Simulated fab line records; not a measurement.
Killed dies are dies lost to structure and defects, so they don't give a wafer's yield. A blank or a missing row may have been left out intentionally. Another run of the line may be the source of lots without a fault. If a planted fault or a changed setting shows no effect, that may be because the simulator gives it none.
The tool behind it: which one? ; flow gf180mcu ; 12 lots (36 wafers sampled), 1 step of a 602-step route

WHAT EACH GAUGE READ, for each wafer
GF_V3_BOW_MEAS_05.
lot;measured;on;V3_BOW (um)
L108;day 21 15:13;film-metro-03;112 119 117
L111;day 22 11:55;film-metro-02;109 119 113
L113;day 23 05:33;film-metro-01;107 110 104
L114;day 23 15:14;film-metro-02;121 103 110
L115;day 24 03:28;film-metro-03;112 107 108
L116;day 24 11:05;film-metro-03;115 121 108
L124;day 27 07:41;film-metro-03;124 123 112
L123;day 27 09:25;film-metro-01;125 129 129
L126;day 27 12:54;film-metro-02;123 130 113
L129;day 28 17:19;film-metro-01;128 120 128
L130;day 29 00:28;film-metro-01;117 126 119
L131;day 29 09:04;film-metro-02;114 100 116

WHICH TOOL RAN EACH LOT (tool, then ch and the chambers of the sampled wafers, then the start)
There is no process step in the record ahead of these readings.

AS READ BY THE TOOLS THEMSELVES (means over the sampled wafers that have a number; for cases with no such wafer, the mark the record gives instead)
The record holds no such reading with a usual standard deviation.

THE ANSWER, worked out from the rows above alone
Rule: the lots themselves supply what counts as usual. Put in order of their means at a reading, lots are off if they are a third of the lots or fewer, leave a main group of 4 or more, and stand apart from it by a gap of 3 or more times the standard deviation of the main group's means; of several such gaps the widest counts. The tables above print the reading to a certain number of digits; a main group whose means all agree to those digits is not used. Also off: a lot with no number at a reading for which 4 or more lots have one. The other lots that the step has rows for count as sound. The gauges are gone through in route order, then the tools' own readings, and for those a lot's mean is taken as printed above. At the first step where some lot is off, the reading lying furthest off is the one used; lots without a number count as furthest.
Nothing can be told from this: no lot is off at any reading shown.

WHAT THE SIMULATOR PUT IN
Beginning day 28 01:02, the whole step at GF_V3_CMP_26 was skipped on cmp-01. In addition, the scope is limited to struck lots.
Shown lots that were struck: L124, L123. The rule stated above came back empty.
